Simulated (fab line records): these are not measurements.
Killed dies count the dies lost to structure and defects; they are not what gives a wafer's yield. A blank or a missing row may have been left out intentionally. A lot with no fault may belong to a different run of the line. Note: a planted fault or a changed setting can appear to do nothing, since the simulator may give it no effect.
fab line records / flow sfq_line
[record] lots = 6 wafers = 18 last_day = 91
route steps=325 shown I5@233 C5@240
lots with no fault: from the same line, run without faults
start_h: the number of hours between the record's first day and the start of the first shown wafer of the lot / wait_h: time in hours since the lot's previous step / " as in the row above / L1.1+2: a single row standing in for several wafers / - either no value or no given start / * or withheld: withheld / < > ~ a bound
route shown NAME@n: a module of which the file shows steps, and the number in the route of the first / usual: mean and standard deviation over wafers with no fault / same: alike in all rows / chamber/n: place in a boat / sites: readings site by site / _std_site: the values' standard deviation / _edge_site: inner sites' mean taken away from outer sites' mean / radius_mm: how far each site lies from the wafer's centre / mask NAME#n: copy n / behind: the most recent tool/chamber to have shaped the wafer / hold: cause of the lot's hold/its duration in hours/its outcome / device: which transistor (n, p or np) failed to switch / end of line: the same wafers' tests at the end of the route / a step with no rows: only its recipe / killed: dies that structure and defects cost at the first sort, which is not the same as the wafer's yield / map: a wafer's dies, x killed, . not, _ none there
set.NAME: the setting that was run; set.NAME@STEP: the one run at that earlier step / model.NAME: the simulator's own value behind a step, which no gauge read
lots at selected steps of the route; one table per step, one row per wafer
services: a tool's chamber out of use, with start hour (start_h, from the record's first day; less than 0 if before it), hours out, and reason
[[steps]]
[step SFQ_TRILAYER_I5_LITHO_PEB_147]
[recipe] peb_temp_c = 115 peb_time_s = 60 resist = KrF
[step SFQ_TRILAYER_I5_LITHO_DEVELOP_146]
[recipe] time_s = 60 resist = KrF
[step SFQ_I5_OVL_MEAS_936]
[usual] I5_OVL = 4/5.2
lot.wafer=L205.1 tool=overlay-02 chamber=- start_h=1481.53 wait_h=0.1 I5_OVL[nm]=17
lot.wafer=L205.2 tool=overlay-02 chamber=- start_h=1481.53 wait_h=0.1 I5_OVL[nm]=16
lot.wafer=L205.3 tool=overlay-02 chamber=- start_h=1481.53 wait_h=0.1 I5_OVL[nm]=15
lot.wafer=L206.2 tool=overlay-02 chamber=- start_h=1485.13 wait_h=0.1 I5_OVL[nm]=-2
lot.wafer=L206.3 tool=overlay-02 chamber=- start_h=1485.13 wait_h=0.1 I5_OVL[nm]=1
lot.wafer=L206.5 tool=overlay-02 chamber=- start_h=1485.13 wait_h=0.1 I5_OVL[nm]=-4
lot.wafer=L208.1 tool=overlay-01 chamber=- start_h=1504.58 wait_h=0.1 I5_OVL[nm]=6
lot.wafer=L208.3 tool=overlay-01 chamber=- start_h=1504.58 wait_h=0.1 I5_OVL[nm]=4
lot.wafer=L208.5 tool=overlay-01 chamber=- start_h=1504.58 wait_h=0.1 I5_OVL[nm]=6
lot.wafer=L216.3 tool=overlay-01 chamber=- start_h=1577.80 wait_h=0.1 I5_OVL[nm]=-5
lot.wafer=L216.4 tool=overlay-01 chamber=- start_h=1577.80 wait_h=0.1 I5_OVL[nm]=-5
lot.wafer=L216.6 tool=overlay-01 chamber=- start_h=1577.80 wait_h=0.1 I5_OVL[nm]=-4
lot.wafer=L217.1 tool=overlay-02 chamber=- start_h=1583.52 wait_h=0.1 I5_OVL[nm]=7
lot.wafer=L217.4 tool=overlay-02 chamber=- start_h=1583.52 wait_h=0.1 I5_OVL[nm]=5
lot.wafer=L217.6 tool=overlay-02 chamber=- start_h=1583.52 wait_h=0.1 I5_OVL[nm]=4
lot.wafer=L225.1 tool=overlay-01 chamber=- start_h=1641.22 wait_h=0.1 I5_OVL[nm]=9
lot.wafer=L225.4 tool=overlay-01 chamber=- start_h=1641.22 wait_h=0.1 I5_OVL[nm]=4
lot.wafer=L225.6 tool=overlay-01 chamber=- start_h=1641.22 wait_h=0.1 I5_OVL[nm]=2
[step SFQ_TRILAYER_I5_BARC_OPEN_VIA_ETCH_200]
[recipe] mask_material = PR chemistry = O2 target_depth_nm = 125 target = BARC source_w = 500 bias_w = 80 pressure_mtorr = 30.78 time_s = 41.7
[usual] drypump_motor_current_A = 5.7/0.57 oes_product_au = 0.685/0.0046
lot.wafer=L205.1 tool=rie_diel-02 chamber=1 start_h=1481.56 wait_h=0.0 drypump_motor_current_A=6.0 oes_product_au=0.685 rf_hours_counter_h=14
lot.wafer=L205.2 tool=rie_diel-02 chamber=2 start_h=1481.56 wait_h=0.0 drypump_motor_current_A=4.6 oes_product_au=0.686 rf_hours_counter_h=11
lot.wafer=L205.3 tool=rie_diel-02 chamber=0 start_h=1481.56 wait_h=0.0 drypump_motor_current_A=6.0 oes_product_au=0.690 rf_hours_counter_h=15
lot.wafer=L206.2 tool=rie_diel-04 chamber=1 start_h=1485.16 wait_h=0.0 drypump_motor_current_A=4.7 oes_product_au=0.679 rf_hours_counter_h=11
lot.wafer=L206.3 tool=rie_diel-04 chamber=3 start_h=1485.16 wait_h=0.0 drypump_motor_current_A=6.1 oes_product_au=0.688 rf_hours_counter_h=14
lot.wafer=L206.5 tool=rie_diel-04 chamber=1 start_h=1485.16 wait_h=0.0 drypump_motor_current_A=4.7 oes_product_au=0.687 rf_hours_counter_h=-
lot.wafer=L208.1 tool=rie_diel-03 chamber=0 start_h=1504.61 wait_h=0.0 drypump_motor_current_A=5.7 oes_product_au=0.687 rf_hours_counter_h=7
lot.wafer=L208.3 tool=rie_diel-03 chamber=1 start_h=1504.61 wait_h=0.0 drypump_motor_current_A=4.9 oes_product_au=0.689 rf_hours_counter_h=18
lot.wafer=L208.5 tool=rie_diel-03 chamber=0 start_h=1504.61 wait_h=0.0 drypump_motor_current_A=5.8 oes_product_au=0.682 rf_hours_counter_h=-
lot.wafer=L216.3 tool=rie_diel-03 chamber=0 start_h=1577.82 wait_h=0.0 drypump_motor_current_A=5.7 oes_product_au=0.686 rf_hours_counter_h=8
lot.wafer=L216.4 tool=rie_diel-03 chamber=3 start_h=1577.82 wait_h=0.0 drypump_motor_current_A=5.8 oes_product_au=0.679 rf_hours_counter_h=-
lot.wafer=L216.6 tool=rie_diel-03 chamber=2 start_h=1577.82 wait_h=0.0 drypump_motor_current_A=5.6 oes_product_au=0.697 rf_hours_counter_h=-
lot.wafer=L217.1 tool=rie_diel-04 chamber=0 start_h=1583.55 wait_h=0.0 drypump_motor_current_A=5.7 oes_product_au=0.675 rf_hours_counter_h=8
lot.wafer=L217.4 tool=rie_diel-04 chamber=2 start_h=1583.55 wait_h=0.0 drypump_motor_current_A=6.5 oes_product_au=0.685 rf_hours_counter_h=1
lot.wafer=L217.6 tool=rie_diel-04 chamber=1 start_h=1583.55 wait_h=0.0 drypump_motor_current_A=4.7 oes_product_au=0.687 rf_hours_counter_h=-
lot.wafer=L225.1 tool=rie_diel-04 chamber=0 start_h=1641.25 wait_h=0.0 drypump_motor_current_A=5.7 oes_product_au=0.690 rf_hours_counter_h=9
lot.wafer=L225.4 tool=rie_diel-04 chamber=2 start_h=1641.25 wait_h=0.0 drypump_motor_current_A=6.5 oes_product_au=0.684 rf_hours_counter_h=2
lot.wafer=L225.6 tool=rie_diel-04 chamber=0 start_h=1641.25 wait_h=0.0 drypump_motor_current_A=5.7 oes_product_au=0.685 rf_hours_counter_h=-
[step SFQ_TRILAYER_I5_ETCH_VIA_ETCH_147]
[recipe] stop_on = Nb mask_material = PR chemistry = CHF3 target_depth_nm = 360 source_w = 500 bias_w = 80 pressure_mtorr = 30 time_s = withheld
[usual] drypump_motor_current_A = 5.7/0.57 oes_product_au = 0.988/0.0065
lot.wafer=L205.1 tool=rie_diel-02 chamber=1 start_h=1481.60 wait_h=0.0 drypump_motor_current_A=6.0 oes_product_au=0.995
lot.wafer=L205.2 tool=rie_diel-02 chamber=2 start_h=1481.60 wait_h=0.0 drypump_motor_current_A=4.7 oes_product_au=0.993
lot.wafer=L205.3 tool=rie_diel-02 chamber=0 start_h=1481.60 wait_h=0.0 drypump_motor_current_A=5.9 oes_product_au=0.997
lot.wafer=L206.2 tool=rie_diel-04 chamber=1 start_h=1485.20 wait_h=0.0 drypump_motor_current_A=4.7 oes_product_au=0.985
lot.wafer=L206.3 tool=rie_diel-04 chamber=3 start_h=1485.20 wait_h=0.0 drypump_motor_current_A=6.1 oes_product_au=0.987
lot.wafer=L206.5 tool=rie_diel-04 chamber=1 start_h=1485.20 wait_h=0.0 drypump_motor_current_A=4.6 oes_product_au=0.987
lot.wafer=L208.1 tool=rie_diel-03 chamber=0 start_h=1504.65 wait_h=0.0 drypump_motor_current_A=5.7 oes_product_au=0.994
lot.wafer=L208.3 tool=rie_diel-03 chamber=1 start_h=1504.65 wait_h=0.0 drypump_motor_current_A=4.9 oes_product_au=0.982
lot.wafer=L208.5 tool=rie_diel-03 chamber=0 start_h=1504.65 wait_h=0.0 drypump_motor_current_A=5.7 oes_product_au=0.999
lot.wafer=L216.3 tool=rie_diel-03 chamber=0 start_h=1577.86 wait_h=0.0 drypump_motor_current_A=5.8 oes_product_au=0.986
lot.wafer=L216.4 tool=rie_diel-03 chamber=3 start_h=1577.86 wait_h=0.0 drypump_motor_current_A=5.9 oes_product_au=0.983
lot.wafer=L216.6 tool=rie_diel-03 chamber=2 start_h=1577.86 wait_h=0.0 drypump_motor_current_A=5.6 oes_product_au=0.982
lot.wafer=L217.1 tool=rie_diel-04 chamber=0 start_h=1583.59 wait_h=0.0 drypump_motor_current_A=5.7 oes_product_au=0.994
lot.wafer=L217.4 tool=rie_diel-04 chamber=2 start_h=1583.59 wait_h=0.0 drypump_motor_current_A=6.5 oes_product_au=0.989
lot.wafer=L217.6 tool=rie_diel-04 chamber=1 start_h=1583.59 wait_h=0.0 drypump_motor_current_A=4.7 oes_product_au=0.991
lot.wafer=L225.1 tool=rie_diel-04 chamber=0 start_h=1641.29 wait_h=0.0 drypump_motor_current_A=5.7 oes_product_au=0.998
lot.wafer=L225.4 tool=rie_diel-04 chamber=2 start_h=1641.29 wait_h=0.0 drypump_motor_current_A=6.5 oes_product_au=0.989
lot.wafer=L225.6 tool=rie_diel-04 chamber=0 start_h=1641.29 wait_h=0.0 drypump_motor_current_A=5.7 oes_product_au=0.999
[step SFQ_TRILAYER_I5_STRIP_STRIP_148]
[recipe] gas = O2 power_w = 200 platen_temp_c = 40 overash_fraction = 0.65 chemistry = O2 pressure_mtorr = 50
[usual] drypump_motor_current_A = 5.6/0.48 he_backside_leak_sccm = 3.47/0.23 oes_product_au = 0.993/0.0096 platen_temp_c = 40.00/0.11
lot.wafer=L205.1 tool=rie_metal-03 chamber=0 start_h=1481.75 wait_h=- drypump_motor_current_A=5.5 he_backside_leak_sccm=3.20 oes_product_au=1.006 platen_temp_c=40.17 rf_hours_counter_h=42
lot.wafer=L205.2 tool=rie_metal-03 chamber=1 start_h=1481.75 wait_h=- drypump_motor_current_A=5.2 he_backside_leak_sccm=3.44 oes_product_au=0.993 platen_temp_c=40.04 rf_hours_counter_h=10
lot.wafer=L205.3 tool=rie_metal-03 chamber=0 start_h=1481.75 wait_h=- drypump_motor_current_A=5.5 he_backside_leak_sccm=3.19 oes_product_au=1.007 platen_temp_c=39.91 rf_hours_counter_h=-
lot.wafer=L206.2 tool=rie_metal-03 chamber=1 start_h=1485.35 wait_h=- drypump_motor_current_A=5.2 he_backside_leak_sccm=3.42 oes_product_au=0.983 platen_temp_c=40.24 rf_hours_counter_h=10
lot.wafer=L206.3 tool=rie_metal-03 chamber=1 start_h=1485.35 wait_h=- drypump_motor_current_A=5.2 he_backside_leak_sccm=3.48 oes_product_au=0.992 platen_temp_c=40.02 rf_hours_counter_h=-
lot.wafer=L206.5 tool=rie_metal-03 chamber=1 start_h=1485.35 wait_h=- drypump_motor_current_A=5.2 he_backside_leak_sccm=3.67 oes_product_au=0.983 platen_temp_c=39.96 rf_hours_counter_h=-
lot.wafer=L208.1 tool=rie_metal-01 chamber=0 start_h=1504.80 wait_h=- drypump_motor_current_A=5.5 he_backside_leak_sccm=3.66 oes_product_au=0.998 platen_temp_c=40.02 rf_hours_counter_h=8
lot.wafer=L208.3 tool=rie_metal-01 chamber=1 start_h=1504.80 wait_h=- drypump_motor_current_A=6.6 he_backside_leak_sccm=3.92 oes_product_au=0.989 platen_temp_c=39.99 rf_hours_counter_h=-
lot.wafer=L208.5 tool=rie_metal-01 chamber=0 start_h=1504.80 wait_h=- drypump_motor_current_A=5.5 he_backside_leak_sccm=3.71 oes_product_au=0.976 platen_temp_c=39.97 rf_hours_counter_h=-
lot.wafer=L216.3 tool=rie_metal-01 chamber=1 start_h=1578.21 wait_h=- drypump_motor_current_A=6.5 he_backside_leak_sccm=3.69 oes_product_au=0.994 platen_temp_c=39.84 rf_hours_counter_h=-
lot.wafer=L216.4 tool=rie_metal-01 chamber=0 start_h=1578.21 wait_h=- drypump_motor_current_A=5.5 he_backside_leak_sccm=3.77 oes_product_au=0.994 platen_temp_c=39.99 rf_hours_counter_h=-
lot.wafer=L216.6 tool=rie_metal-01 chamber=1 start_h=1578.21 wait_h=- drypump_motor_current_A=6.6 he_backside_leak_sccm=3.60 oes_product_au=0.992 platen_temp_c=40.00 rf_hours_counter_h=-
lot.wafer=L217.1 tool=rie_metal-03 chamber=0 start_h=1583.74 wait_h=- drypump_motor_current_A=5.5 he_backside_leak_sccm=3.11 oes_product_au=0.992 platen_temp_c=39.89 rf_hours_counter_h=54
lot.wafer=L217.4 tool=rie_metal-03 chamber=0 start_h=1583.74 wait_h=- drypump_motor_current_A=5.5 he_backside_leak_sccm=3.19 oes_product_au=0.992 platen_temp_c=39.98 rf_hours_counter_h=-
lot.wafer=L217.6 tool=rie_metal-03 chamber=1 start_h=1583.74 wait_h=- drypump_motor_current_A=5.3 he_backside_leak_sccm=3.46 oes_product_au=0.979 platen_temp_c=40.05 rf_hours_counter_h=-
lot.wafer=L225.1 tool=rie_metal-03 chamber=1 start_h=1641.44 wait_h=- drypump_motor_current_A=5.2 he_backside_leak_sccm=3.22 oes_product_au=0.997 platen_temp_c=40.15 rf_hours_counter_h=34
lot.wafer=L225.4 tool=rie_metal-03 chamber=1 start_h=1641.44 wait_h=- drypump_motor_current_A=5.2 he_backside_leak_sccm=3.29 oes_product_au=1.000 platen_temp_c=39.88 rf_hours_counter_h=-
lot.wafer=L225.6 tool=rie_metal-03 chamber=0 start_h=1641.44 wait_h=- drypump_motor_current_A=5.5 he_backside_leak_sccm=3.17 oes_product_au=1.008 platen_temp_c=39.93 rf_hours_counter_h=-
[step SFQ_TRILAYER_I5_STRIP_SOLV_CLEAN_149]
[recipe] chemistry = NMP temp_c = 70 time_s = 600
[step SFQ_TRILAYER_C5_LITHO_COAT_156]
[recipe] resist = BARC spin_rpm = 3000 resist_thk_nm = 62
[step SFQ_TRILAYER_C5_LITHO_COAT_151]
[recipe] resist = KrF spin_rpm = 3000 resist_thk_nm = 650
[step SFQ_TRILAYER_C5_LITHO_SOFTBAKE_155]
[recipe] temp_c = withheld time_s = withheld resist = KrF
[step SFQ_TRILAYER_C5_LITHO_EXPOSE_152]
[recipe] mask_id = C5 na = 0.6 source_shape = conventional sigma_outer = 0.65 target_cd_nm = 500 dose_mj = 21.3
[step SFQ_TRILAYER_C5_LITHO_PEB_154]
[recipe] peb_temp_c = 115 peb_time_s = 60 resist = KrF
[step SFQ_TRILAYER_C5_LITHO_DEVELOP_153]
[recipe] time_s = 60 resist = KrF
[usual] chill_plate_temp_C = 22.98/0.12 exhaust_pa = 45.1/0.89
lot.wafer=L205.1 tool=litho_track-02 chamber=0 start_h=1601.64 wait_h=0.1 chill_plate_temp_C=23.01 exhaust_pa=48.0 model.KrF_of_TRILAYER_C5_LITHO_COAT_151.thk_nm=625
lot.wafer=L205.2 tool=litho_track-02 chamber=0 start_h=1601.64 wait_h=0.1 chill_plate_temp_C=22.83 exhaust_pa=46.8 model.KrF_of_TRILAYER_C5_LITHO_COAT_151.thk_nm=625.7
lot.wafer=L205.3 tool=litho_track-02 chamber=0 start_h=1601.64 wait_h=0.1 chill_plate_temp_C=23.06 exhaust_pa=45.9 model.KrF_of_TRILAYER_C5_LITHO_COAT_151.thk_nm=624.3
lot.wafer=L206.2 tool=litho_track-04 chamber=0 start_h=1604.06 wait_h=0.1 chill_plate_temp_C=23.32 exhaust_pa=44.6 model.KrF_of_TRILAYER_C5_LITHO_COAT_151.thk_nm=624.8
lot.wafer=L206.3 tool=litho_track-04 chamber=0 start_h=1604.06 wait_h=0.1 chill_plate_temp_C=23.23 exhaust_pa=45.3 model.KrF_of_TRILAYER_C5_LITHO_COAT_151.thk_nm=622.4
lot.wafer=L206.5 tool=litho_track-04 chamber=0 start_h=1604.06 wait_h=0.1 chill_plate_temp_C=23.14 exhaust_pa=44.9 model.KrF_of_TRILAYER_C5_LITHO_COAT_151.thk_nm=624.3
lot.wafer=L208.1 tool=litho_track-03 chamber=0 start_h=1617.36 wait_h=0.1 chill_plate_temp_C=22.97 exhaust_pa=46.3 model.KrF_of_TRILAYER_C5_LITHO_COAT_151.thk_nm=623.4
lot.wafer=L208.3 tool=litho_track-03 chamber=0 start_h=1617.36 wait_h=0.1 chill_plate_temp_C=22.94 exhaust_pa=45.4 model.KrF_of_TRILAYER_C5_LITHO_COAT_151.thk_nm=625.2
lot.wafer=L208.5 tool=litho_track-03 chamber=0 start_h=1617.36 wait_h=0.1 chill_plate_temp_C=22.98 exhaust_pa=44.6 model.KrF_of_TRILAYER_C5_LITHO_COAT_151.thk_nm=623.9
lot.wafer=L216.3 tool=litho_track-03 chamber=- start_h=1696.02 wait_h=0.1 chill_plate_temp_C=- exhaust_pa=- model.KrF_of_TRILAYER_C5_LITHO_COAT_151.thk_nm=650.7
lot.wafer=L216.4 tool=litho_track-03 chamber=- start_h=1696.02 wait_h=0.1 chill_plate_temp_C=- exhaust_pa=- model.KrF_of_TRILAYER_C5_LITHO_COAT_151.thk_nm=653.6
lot.wafer=L216.6 tool=litho_track-03 chamber=- start_h=1696.02 wait_h=0.1 chill_plate_temp_C=- exhaust_pa=- model.KrF_of_TRILAYER_C5_LITHO_COAT_151.thk_nm=652.3
lot.wafer=L217.1 tool=litho_track-04 chamber=- start_h=1698.61 wait_h=0.1 chill_plate_temp_C=- exhaust_pa=- model.KrF_of_TRILAYER_C5_LITHO_COAT_151.thk_nm=649.4
lot.wafer=L217.4 tool=litho_track-04 chamber=- start_h=1698.61 wait_h=0.1 chill_plate_temp_C=- exhaust_pa=- model.KrF_of_TRILAYER_C5_LITHO_COAT_151.thk_nm=650.5
lot.wafer=L217.6 tool=litho_track-04 chamber=- start_h=1698.61 wait_h=0.1 chill_plate_temp_C=- exhaust_pa=- model.KrF_of_TRILAYER_C5_LITHO_COAT_151.thk_nm=650.8
lot.wafer=L225.1 tool=litho_track-04 chamber=0 start_h=1746.86 wait_h=0.1 chill_plate_temp_C=23.18 exhaust_pa=45.1 model.KrF_of_TRILAYER_C5_LITHO_COAT_151.thk_nm=628
lot.wafer=L225.4 tool=litho_track-04 chamber=0 start_h=1746.86 wait_h=0.1 chill_plate_temp_C=23.07 exhaust_pa=45.7 model.KrF_of_TRILAYER_C5_LITHO_COAT_151.thk_nm=627.9
lot.wafer=L225.6 tool=litho_track-04 chamber=0 start_h=1746.86 wait_h=0.1 chill_plate_temp_C=23.15 exhaust_pa=45.1 model.KrF_of_TRILAYER_C5_LITHO_COAT_151.thk_nm=625.5
[step SFQ_C5_OVL_MEAS_937]
[usual] C5_OVL = 1/5.9
lot.wafer=L205.1 tool=overlay-02 chamber=- start_h=1601.79 wait_h=0.1 C5_OVL[nm]=2
lot.wafer=L205.2 tool=overlay-02 chamber=- start_h=1601.79 wait_h=0.1 C5_OVL[nm]=5
lot.wafer=L205.3 tool=overlay-02 chamber=- start_h=1601.79 wait_h=0.1 C5_OVL[nm]=3
lot.wafer=L206.2 tool=overlay-02 chamber=- start_h=1604.19 wait_h=0.1 C5_OVL[nm]=-2
lot.wafer=L206.3 tool=overlay-02 chamber=- start_h=1604.19 wait_h=0.1 C5_OVL[nm]=-3
lot.wafer=L206.5 tool=overlay-02 chamber=- start_h=1604.19 wait_h=0.1 C5_OVL[nm]=-5
lot.wafer=L208.1 tool=overlay-01 chamber=- start_h=1617.51 wait_h=0.1 C5_OVL[nm]=-8
lot.wafer=L208.3 tool=overlay-01 chamber=- start_h=1617.51 wait_h=0.1 C5_OVL[nm]=-2
lot.wafer=L208.5 tool=overlay-01 chamber=- start_h=1617.51 wait_h=0.1 C5_OVL[nm]=-3
lot.wafer=L216.3 tool=overlay-02 chamber=- start_h=1696.13 wait_h=0.1 C5_OVL[nm]=-
lot.wafer=L216.4 tool=overlay-02 chamber=- start_h=1696.13 wait_h=0.1 C5_OVL[nm]=-
lot.wafer=L216.6 tool=overlay-02 chamber=- start_h=1696.13 wait_h=0.1 C5_OVL[nm]=-
lot.wafer=L217.1 tool=overlay-02 chamber=- start_h=1698.76 wait_h=0.1 C5_OVL[nm]=-
lot.wafer=L217.4 tool=overlay-02 chamber=- start_h=1698.76 wait_h=0.1 C5_OVL[nm]=-
lot.wafer=L217.6 tool=overlay-02 chamber=- start_h=1698.76 wait_h=0.1 C5_OVL[nm]=-
lot.wafer=L225.1 tool=overlay-01 chamber=- start_h=1748.34 wait_h=1.5 C5_OVL[nm]=5
lot.wafer=L225.4 tool=overlay-01 chamber=- start_h=1748.34 wait_h=1.5 C5_OVL[nm]=4
lot.wafer=L225.6 tool=overlay-01 chamber=- start_h=1748.34 wait_h=1.5 C5_OVL[nm]=9
[[services]]
tool=rie_diel-03 chamber=2 start_h=1461.58 hours=9.4 kind=repair
tool=rie_diel-04 chamber=2 start_h=1468.52 hours=- kind=clean
tool=rie_diel-04 chamber=- start_h=1492.29 hours=0.9 kind=repair
tool=rie_diel-04 chamber=3 start_h=1499.84 hours=11.6 kind=repair
tool=rie_metal-01 chamber=- start_h=1511.03 hours=1.4 kind=pm
tool=rie_diel-04 chamber=2 start_h=1513.81 hours=8.2 kind=repair
tool=rie_metal-03 chamber=0 start_h=1514.09 hours=16.6 kind=repair
tool=rie_diel-02 chamber=1 start_h=1517.38 hours=1.2 kind=repair
tool=rie_diel-02 chamber=0 start_h=1519.52 hours=1.3 kind=repair
tool=rie_diel-03 chamber=- start_h=1525.39 hours=15.6 kind=pm
tool=rie_metal-01 chamber=0 start_h=1536.56 hours=24.5 kind=repair
tool=rie_diel-03 chamber=3 start_h=1581.96 hours=6.0 kind=repair
tool=rie_diel-02 chamber=0 start_h=1599.52 hours=7.4 kind=repair
tool=rie_diel-02 chamber=- start_h=1624.16 hours=0.6 kind=repair
tool=rie_diel-03 chamber=0 start_h=1637.66 hours=4.5 kind=repair
tool=rie_diel-03 chamber=3 start_h=1648.40 hours=6.2 kind=repair
tool=rie_diel-02 chamber=1 start_h=1655.98 hours=6.4 kind=repair
tool=rie_diel-03 chamber=2 start_h=1663.49 hours=7.3 kind=repair
tool=rie_diel-03 chamber=1 start_h=1669.02 hours=4.1 kind=repair
tool=rie_diel-03 chamber=3 start_h=1672.86 hours=4.2 kind=repair
tool=rie_metal-01 chamber=- start_h=1712.96 hours=14.6 kind=pm
tool=rie_diel-03 chamber=0 start_h=1724.70 hours=6.0 kind=repair
tool=rie_diel-03 chamber=3 start_h=1726.15 hours=8.1 kind=repair
tool=rie_diel-04 chamber=3 start_h=1726.53 hours=6.4 kind=repair
[[key]]
[first_sign] step = SFQ_TRILAYER_C5_LITHO_DEVELOP_153 reading = tool_record direction = missing
effect none on later readings
[model_effect] step = SFQ_TRILAYER_C5_LITHO_DEVELOP_153 value = KrF_of_TRILAYER_C5_LITHO_COAT_151.thk_nm without = 625.8 struck = 651.2
met_at SFQ_TRILAYER_C5_LITHO_DEVELOP_153
struck_wafers L216.3,L216.4,L216.6,L217.1,L217.4,L217.6
onset_between 1617.36 1696.02
[fault] kind = skipped_step_whole tool = litho_track-03,litho_track-04 chamber = - onset_h = 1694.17 steps = SFQ_TRILAYER_C5_LITHO_DEVELOP_153 scope = struck_lots_only
